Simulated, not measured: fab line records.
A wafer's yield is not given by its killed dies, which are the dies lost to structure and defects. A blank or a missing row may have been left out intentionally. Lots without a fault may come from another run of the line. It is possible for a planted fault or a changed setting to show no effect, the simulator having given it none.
Which of the tools did it? / flow gf180mcu / Sampling: 7 lots, 21 wafers, 2 of 602 route steps

WHAT EACH GAUGE READ, for each wafer
GF_HV_LDD_TW_MEAS_23.
lot=L386; measured=day 11 08:25; on=film-metro-03; HV_LDD_2_TW=1053 1050 1047
lot=L389; measured=day 12 04:04; on=film-metro-02; HV_LDD_2_TW=1051 1063 1062
lot=L392; measured=day 13 04:48; on=film-metro-02; HV_LDD_2_TW=1061 1056 1057
lot=L394; measured=day 13 21:55; on=film-metro-02; HV_LDD_2_TW=1057 1054 1059
lot=L396; measured=day 14 19:19; on=film-metro-02; HV_LDD_2_TW=959 961 957
lot=L401; measured=day 16 01:27; on=film-metro-03; HV_LDD_2_TW=1041 1037 1035
lot=L407; measured=day 18 05:34; on=film-metro-02; HV_LDD_2_TW=1069 1070 1064

TOOL THAT RAN EACH LOT (tool first, then ch and the chambers of the sampled wafers, then the start)
lot=L386; GF_HV_LDD_IMPLANT_21=implanter-04 ch 0, day 11 08:11
lot=L389; GF_HV_LDD_IMPLANT_21=implanter-01 ch 0, day 12 03:50
lot=L392; GF_HV_LDD_IMPLANT_21=implanter-02 ch 0, day 13 04:33
lot=L394; GF_HV_LDD_IMPLANT_21=implanter-02 ch 0, day 13 21:41
lot=L396; GF_HV_LDD_IMPLANT_21=implanter-02 ch 0, day 14 19:04
lot=L401; GF_HV_LDD_IMPLANT_21=implanter-01 ch 0, day 16 01:13
lot=L407; GF_HV_LDD_IMPLANT_21=implanter-02 ch 0, day 18 05:21
- GF_HV_LDD_IMPLANT_21

THE ANSWER, worked out from the rows above alone
Rule: the lots themselves supply what counts as usual. The widest of any qualifying gaps counts: lots, ordered by their means at a reading, are off when they make up no more than a third of the lots, leave a main group of 4 or more, and stand apart from it by 3 or more times the standard deviation of that group's means. The tables above print the reading to a certain number of digits; a main group whose means all agree to those digits is not used. A lot without any number at a reading at which 4 lots or more have one is off too. All remaining lots with rows at the step are treated as sound.
Off: at GF_HV_LDD_TW_MEAS_23 (HV_LDD_2_TW), L396. For the main group the mean is 1055 and the standard deviation 9.2.
If a tool, at a process step before that reading, ran all the lots that are off and no sound lot after the first of them, it fits. Gauges at GF_HV_LDD_TW_MEAS_23: tried the same way as those tools. No candidate that was tried fits.

WHAT THE SIMULATOR PUT IN
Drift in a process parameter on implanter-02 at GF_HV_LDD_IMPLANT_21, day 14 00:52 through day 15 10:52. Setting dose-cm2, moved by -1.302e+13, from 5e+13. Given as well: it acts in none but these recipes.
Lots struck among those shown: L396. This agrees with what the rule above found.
